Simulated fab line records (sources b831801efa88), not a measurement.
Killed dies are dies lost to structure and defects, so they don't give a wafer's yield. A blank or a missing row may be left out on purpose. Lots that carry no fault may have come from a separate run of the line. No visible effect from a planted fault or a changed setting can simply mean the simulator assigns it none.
A lot that was struck, set against a sound lot	flow sky130	21 steps out of a route of 708
Sound: the wafers L102.1, L102.4, L102.6. The struck wafers were L103.1, L103.3, L103.6. At the end, the cause is stated.
For every step that has rows: the tool of each side, followed by ch and its chambers, followed by its first start. Under that, the readings that differ: sound wafers	struck wafers	difference of the means	sigmas: that difference in standard deviations of wafers without a fault.
alike: a reading whose means differ by less than 2 such deviations, as well as words and numbers matching on both sides. not compared: withheld readings; readings where some wafer has no value; bounds like >300 that might hide an equal value; numbers whose values overlap and for which the record gives no deviation.
A row with sigmas, a row that says differs or no value, or rows on one side alone: a step with any of these is where the two part. Numbers that have no deviation but don't overlap get no sigmas and don't part them. Lack of a reading on every wafer of one side parts them only where that side has two or more wafers.

first, 6 steps without rows for these wafers: SKY_LDD_N_IMPLANT_10; SKY_LDD_N_IMPLANT_11; SKY_LDD_N_IMPLANT_12; SKY_LDD_N_IMPLANT_13; SKY_LDD_N_IMPLANT_14; SKY_LDD_N_IMPLANT_15.
SKY_LDD_N_STRIP_16: strips in O2/N2.
  sound on plasma_asher-01 ch 0,1, day 19 21:17; struck on plasma_asher-04 ch 0,1, day 20 19:05
  alike: drypump_motor_current_A, oes_product_au, strip_time_to_endpoint_s
  not compared: rf_hours_counter_h
SKY_LDD_N_TW_MEAS_17:
  sound on film_metro-03 at day 19 21:23; struck on film_metro-01 at day 20 19:11
  alike: LDD_N_TW
then, 4 steps without rows for these wafers: SKY_LDD_P_DEHYDRATE_00 (time 60 s); SKY_LDD_P_HMDS_01 (prime time 60 s); SKY_LDD_P_COAT_02 (resist thk 1140 nm); SKY_LDD_P_SOFTBAKE_03 (time 60 s).
SKY_LDD_P_EXPOSE_04: exposes mask PSDM, target cd 380 nm.
  sound on iline_stepper-02 ch 0, day 20 13:38; struck on iline_stepper-01 ch 0, day 21 10:15
reading	sound	struck	difference	sigmas
mask	PSDM#0 PSDM#0 PSDM#0	NTM#0 NTM#0 NTM#0	differs	
  alike: focus_offset_nm
then, 2 steps without rows for these wafers: SKY_LDD_P_PEB_05; SKY_LDD_P_DEVELOP_06 (develop time 60 s).
SKY_LDD_P_CD_MEAS_07: the cd target is 380 nm.
  sound on cd_sem-02 at day 21 04:00; struck on cd_sem-02 at day 22 02:11
reading	sound	struck	difference	sigmas
cd_nm (nm)	380.4 377.3 378.4	- - -	no value on the struck wafers	
SKY_LDD_P_OVL_MEAS_08:
  sound on overlay-01 at day 21 04:07; struck on overlay-02 at day 22 02:18
reading	sound	struck	difference	sigmas
LDD_P_OVL (nm)	-0.2 -0.8 2.3	- - -	no value on the struck wafers	
then, 1 step without rows for these wafers: SKY_LDD_P_IMPLANT_09.
SKY_LDD_P_STRIP_10: strips in O2/N2.
  sound on plasma_asher-03 ch 0,1, day 21 04:19; struck on plasma_asher-03 ch 0,1, day 22 02:29
reading	sound	struck	difference	sigmas
strip_time_to_endpoint_s (s)	14.24 14.23 14.20	14.10 14.14 14.08	-0.12	-2
  alike: drypump_motor_current_A, oes_product_au
  not compared: rf_hours_counter_h
SKY_LDD_P_TW_MEAS_11:
  sound on film_metro-02 at day 21 04:25; struck on film_metro-04 at day 22 02:49
reading	sound	struck	difference	sigmas
LDD_P_TW	632 634 636	30 30 30	-604	-62
  not compared: hold
SKY_PAD_OPEN_PROBE_99:
  sound wafers here have rows in the record (prober-02, day 47 08:52); struck ones have none

== WHERE THEY PART ==
Last at SKY_PAD_OPEN_PROBE_99 as far as this record goes, first at SKY_LDD_P_EXPOSE_04.

WHY: whatever the simulator had introduced
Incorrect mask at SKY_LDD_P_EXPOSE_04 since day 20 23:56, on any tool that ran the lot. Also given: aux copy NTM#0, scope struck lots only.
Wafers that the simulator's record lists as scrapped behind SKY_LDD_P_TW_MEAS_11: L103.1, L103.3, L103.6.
